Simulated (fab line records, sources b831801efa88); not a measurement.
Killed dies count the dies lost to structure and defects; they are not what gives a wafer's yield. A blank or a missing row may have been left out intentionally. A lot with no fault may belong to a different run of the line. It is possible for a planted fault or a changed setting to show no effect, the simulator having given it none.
fab line records | flow gf180mcu
[record] lots = 13 wafers = 38 last-day = 34
route steps=602 shown V2@399 M3@415 V3@433
lots that met no fault: from a run of the same line without faults
start-h: hours from the record's first day to the start of the lot's first wafer shown | wait-h: hours since the lot's step before | " repeats the value in the row above | L1.1+2: several wafers, shown together as one row | - value missing, or start not given | * or withheld: withheld | < > ~ a bound
route shown NAME@n: names a module that has steps shown in the file, with the first one's number in the route | usual: mean/standard deviation taken from wafers without a fault | same: alike in all rows | chamber/n: place in a boat | sites: the reading at each site | _std_site: the values' standard deviation | _edge_site: outer sites' mean less inner sites' | radius-mm: how far each site lies from the wafer's centre | mask NAME#n: copy n | behind: the last tool/chamber to shape the wafer | hold: why the lot was held/for how many hours/how that ended | device: which transistor (n, p or np) failed to switch | end of line: the route-end tests of the same wafers | for a step that has no rows: nothing shown but its recipe | killed: not the wafer's yield, but the dies lost to structure and defects at the first sort | map: a wafer's dies, x killed, . not, _ none there
set.NAME: the setting the step ran with; set.NAME@STEP: the setting that earlier step ran with | model.NAME: the simulator's own value behind a step, which no gauge read
route steps across a sampled set of lots; one table per step, one row per wafer
services: the hour from which a tool's chamber was out of use, counted from the record's first day as start-h (under 0 if before that day), plus the number of hours and why
[[steps]]
[step GF_V2_ETCH_17]
[recipe] chemistry = C4F8/O2/Ar mask-material = KrF target = SiO2 stop-on = TiN source-w = 1500 bias-w = 1200 pressure-mtorr = 40 c4f8-flow-sccm = withheld O2_flow_sccm = 6 Ar_flow_sccm = 300 time-s = withheld target-depth-a = 6300
[usual] bias-w = 1200/3.7 oes-product-au = 0.856/0.0048
// columns lot.wafer tool chamber start-h wait-h bias-w oes-product-au
L250.3 rie-diel-03 2 - - 1201 0.859
L250.5 " 1 " " 1201 0.858
L250.6 " 0 " " 1194 0.855
L251.2 rie-diel-01 1 - - 1197 0.851
L251.3 " 2 " " 1197 0.859
L251.4 " 0 " " 1197 0.850
L253.2 rie-diel-01 2 - - 1198 0.853
L253.3 " 1 " " 1193 0.851
L253.6 " 3 " " 1200 0.859
L254.2 rie-diel-03 2 - - 1199 0.856
L254.5 " 1 " " 1200 0.849
L254.6 " 0 " " 1211 0.859
L255.1 rie-diel-02 3 - - 1197 0.855
L255.3 " 2 " " 1197 0.861
L255.4 " 0 " " 1196 0.852
L256.1 rie-diel-02 2 - - 1204 0.854
L256.3 " 1 " " 1199 0.845
L256.4 " 3 " " 1201 0.857
L257.1 rie-diel-03 2 - - 1202 0.855
L257.3 " 1 " " 1197 0.852
L257.6 " 2 " " 1199 0.861
L260.2 rie-diel-03 3 - - 1198 0.859
L260.3 " 0 " " 1208 0.863
L267.1 rie-diel-01 0 - - 1199 0.857
L267.2 " 2 " " 1204 0.859
L267.4 " 3 " " 1197 0.859
L269.2 rie-diel-03 1 - - 1197 0.851
L269.5 " 0 " " 1193 0.858
L269.6 " 1 " " 1202 0.865
L270.2 rie-diel-01 2 - - 1202 0.849
L270.4 " 1 " " 1198 0.857
L270.5 " 2 " " 1199 0.853
L271.1 rie-diel-02 2 - - 1193 0.849
L271.2 " 1 " " 1201 0.855
L271.3 " 3 " " 1199 0.864
L273.1 rie-diel-03 3 - - 1208 0.856
L273.4 " 0 " " 1204 0.850
L273.6 " 0 " " 1193 0.855
[step GF_V2_RS_MEAS_24]
[recipe] thk-meas-gauge = four-point-probe reads = W_of_V2_CVD_23+TiN_of_V2_SPUTTER_22+Ti_of_V2_SPUTTER_21
[usual] V2_W_RS = 0.326/0.0058
// columns lot.wafer tool chamber start-h wait-h V2_W_RS[ohm/sq]
L250.3 film-metro-01 - 465.16 0.1 0.319
L250.5 " - " " 0.329
L250.6 " - " " 0.322
L251.2 film-metro-01 - 478.09 0.1 0.319
L251.3 " - " " 0.323
L251.4 " - " " 0.331
L253.2 film-metro-03 - 501.14 0.1 0.328
L253.3 " - " " 0.318
L253.6 " - " " 0.316
L254.2 film-metro-01 - 507.55 0.1 0.327
L254.5 " - " " 0.323
L254.6 " - " " 0.336
L255.1 film-metro-03 - 520.98 0.1 0.323
L255.3 " - " " 0.324
L255.4 " - " " 0.332
L256.1 film-metro-03 - 541.68 0.1 0.330
L256.3 " - " " 0.322
L256.4 " - " " 0.329
L257.1 film-metro-04 - 543.87 0.1 0.322
L257.3 " - " " 0.320
L257.6 " - " " 0.323
L260.2 film-metro-04 - 567.98 0.1 0.327
L260.3 " - " " 0.318
L267.1 film-metro-04 - 612.43 0.1 0.321
L267.2 " - " " 0.333
L267.4 " - " " 0.334
L269.2 film-metro-03 - 624.17 0.1 0.331
L269.5 " - " " 0.335
L269.6 " - " " 0.330
L270.2 film-metro-03 - 633.74 0.1 0.329
L270.4 " - " " 0.332
L270.5 " - " " 0.334
L271.1 film-metro-03 - 642.04 0.1 0.325
L271.2 " - " " 0.324
L271.3 " - " " 0.327
L273.1 film-metro-01 - 651.51 0.1 0.331
L273.4 " - " " 0.322
L273.6 " - " " 0.331
[step GF_M3_THK_MEAS_06]
[recipe] thk-meas-gauge = xrf reads = AlCu_of_M3_SPUTTER_02
[usual] M3_ALCU_THK = 450/5.2
// columns lot.wafer tool chamber start-h wait-h M3_ALCU_THK[nm]
L250.3 film-metro-02 - 465.96 0.1 443
L250.5 " - " " 443
L250.6 " - " " 442
L251.2 film-metro-03 - 478.90 0.1 458
L251.3 " - " " 458
L251.4 " - " " 456
L253.2 film-metro-04 - 502.17 0.1 445
L253.3 " - " " 453
L253.6 " - " " 444
L254.2 film-metro-02 - 508.36 0.1 448
L254.5 " - " " 450
L254.6 " - " " 454
L255.1 film-metro-03 - 521.80 0.1 453
L255.3 " - " " 446
L255.4 " - " " 451
L256.1 film-metro-02 - 542.50 0.1 441
L256.3 " - " " 451
L256.4 " - " " 451
L257.1 film-metro-04 - 544.69 0.1 449
L257.3 " - " " 449
L257.6 " - " " 450
L260.2 film-metro-02 - 568.79 0.1 448
L260.3 " - " " 442
L267.1 film-metro-04 - 613.25 0.1 449
L267.2 " - " " 449
L267.4 " - " " 451
L269.2 film-metro-03 - 624.98 0.1 449
L269.5 " - " " 453
L269.6 " - " " 450
L270.2 film-metro-03 - 634.55 0.1 444
L270.4 " - " " 445
L270.5 " - " " 438
L271.1 film-metro-02 - 642.86 0.1 445
L271.2 " - " " 440
L271.3 " - " " 447
L273.1 film-metro-04 - 652.33 0.1 457
L273.4 " - " " 462
L273.6 " - " " 454
[step GF_V3_CMP_04]
[recipe] material = SiO2 down-force-psi = 4 platen-rpm = 60 pad-velocity-m-s = 0.94248
[usual] motor-current-A = 11.6/0.81 time-to-endpoint-s = 80/5.4
// columns lot.wafer tool chamber start-h wait-h motor-current-A time-to-endpoint-s
L250.3 cmp-01 1 491.11 0.0 10.6 74
L250.6 " 1 " " 10.5 81
L250.5 " 2 " " 11.0 72
L251.4 cmp-01 3 503.24 0.0 11.4 79
L251.2 " 1 " " 11.0 77
L251.3 " 2 " " 11.6 72
L253.3 cmp-02 1 526.69 0.0 11.3 84
L253.2 " 0 " " 11.0 76
L253.6 " 2 " " 11.8 77
L254.2 cmp-02 3 532.37 0.1 10.2 80
L254.5 " 1 " " 12.0 87
L254.6 " 2 " " 12.1 86
L255.1 cmp-01 0 544.86 0.1 13.2 84
L255.3 " 1 " " 10.7 94
L255.4 " 2 " " 11.5 90
L256.4 cmp-01 1 566.64 0.2 10.3 83
L256.1 " 2 " " 11.3 72
L256.3 " 3 " " 11.7 71
L257.1 cmp-01 0 567.49 0.1 12.7 74
L257.3 " 2 " " 11.7 70
L257.6 " 3 " " 11.4 102
L260.2 cmp-01 3 590.84 0.1 11.7 101
L260.3 " 1 " " 10.4 78
L267.2 cmp-02 0 635.00 0.1 11.6 69
L267.1 " 1 " " 11.9 74
L267.4 " 2 " " 12.0 80
L269.2 cmp-02 3 646.24 0.0 11.2 77
L269.6 " 3 " " 11.1 79
L269.5 " 0 " " 10.7 83
L270.4 cmp-01 0 655.20 0.4 13.5 83
L270.2 " 1 " " 10.6 79
L270.5 " 2 " " 11.7 82
L271.3 cmp-01 3 663.92 0.0 12.4 80
L271.2 " 0 " " 12.6 76
L271.1 " 1 " " 10.9 86
L273.4 cmp-01 2 671.63 0.0 11.7 80
L273.1 " 0 " " 12.9 75
L273.6 " 2 " " 11.5 71
[step GF_V3_ETCH_17]
[recipe] chemistry = C4F8/O2/Ar mask-material = KrF target = SiO2 stop-on = TiN source-w = 1500 bias-w = 1200 pressure-mtorr = 40 c4f8-flow-sccm = withheld O2_flow_sccm = 6 Ar_flow_sccm = 300 time-s = withheld target-depth-a = 6350
[usual] bias-w = 1199/3.5 oes-product-au = 0.855/0.0047
// columns lot.wafer tool chamber start-h wait-h bias-w oes-product-au
L250.3 rie-diel-04 0 - - 1203 0.855
L250.5 " 3 " " 1196 0.861
L250.6 " 0 " " 1203 0.849
L251.2 rie-diel-04 3 - - 1204 0.853
L251.3 " 1 " " 1194 0.851
L251.4 " 0 " " 1202 0.855
L253.2 rie-diel-04 2 - - 1196 0.858
L253.3 " 3 " " 1200 0.862
L253.6 " 0 " " 1199 0.854
L254.2 rie-diel-02 1 - - 1198 0.860
L254.5 " 3 " " 1200 0.858
L254.6 " 2 " " 1205 0.853
L255.1 rie-diel-02 0 - - 1204 0.859
L255.3 " 2 " " 1195 0.861
L255.4 " 3 " " 1203 0.852
L256.1 rie-diel-03 1 - - 1198 0.858
L256.3 " 0 " " 1202 0.854
L256.4 " 2 " " 1206 0.854
L257.1 rie-diel-02 3 - - 1196 0.850
L257.3 " 0 " " 1201 0.849
L257.6 " 0 " " 1203 0.908
L260.2 rie-diel-03 2 - - 1199 0.918
L260.3 " 1 " " 1197 0.857
L267.1 rie-diel-04 0 - - 1206 0.850
L267.2 " 3 " " 1201 0.856
L267.4 " 2 " " 1195 0.850
L269.2 rie-diel-04 0 - - 1203 0.860
L269.5 " 2 " " 1202 0.860
L269.6 " 3 " " 1198 0.855
L270.2 rie-diel-04 0 - - 1196 0.852
L270.4 " 3 " " 1197 0.854
L270.5 " 0 " " 1200 0.853
L271.1 rie-diel-04 1 - - 1208 0.851
L271.2 " 0 " " 1202 0.856
L271.3 " 3 " " 1199 0.855
L273.1 rie-diel-02 2 - - 1204 0.859
L273.4 " 3 " " 1203 0.858
L273.6 " 1 " " 1197 0.851
[[services]]
// columns tool chamber start-h hours kind
cmp-01 - 448.24 4.1 pm
cmp-01 - 463.14 1.3 repair
rie-diel-02 - 465.74 1.1 repair
rie-diel-03 - 473.59 0.3 repair
rie-diel-03 1 481.66 2.3 repair
rie-diel-02 - 481.95 0.1 repair
rie-diel-03 0 484.98 7.0 repair
rie-diel-03 3 496.84 4.2 repair
rie-diel-04 2 498.91 4.0 repair
rie-diel-03 1 510.66 10.4 repair
rie-diel-02 1 536.00 4.2 repair
rie-diel-03 2 558.76 6.7 repair
rie-diel-02 - 571.68 1.0 repair
cmp-01 - 572.26 0.3 repair
rie-diel-02 - 582.06 2.0 repair
rie-diel-02 - 584.53 0.4 repair
cmp-01 - 586.73 2.3 repair
rie-diel-02 - 589.64 2.8 pm
rie-diel-04 0 612.49 2.7 repair
rie-diel-02 3 616.77 1.2 repair
rie-diel-02 2 617.64 9.3 repair
rie-diel-03 2 635.24 3.0 repair
rie-diel-03 1 638.77 4.5 repair
cmp-01 - 676.18 0.7 repair
[[key]]
[first-sign] step = GF_V3_CMP_04 reading = time-to-endpoint-s direction = up sigmas = 3.9 usual = * struck = *
[effect] step = GF_V3_ETCH_17 reading = oes-product-au direction = up sigmas = 12 usual = 0.855 struck = 0.913
met-at GF_V3_CMP_04
struck-lots L257,L260
struck-wafers L257.6,L260.2
not-acting-at GF_V2_ETCH_17,GF_V2_RS_MEAS_24,GF_M3_THK_MEAS_06
onset-between 566.64 567.49
[fault] kind = process-parameter-drift tool = cmp-01 chamber = - onset-h = 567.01 steps = GF_V3_CMP_04 channel = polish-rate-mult offset = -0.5 shape = step end-h = 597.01 scope = struck-wafers-only
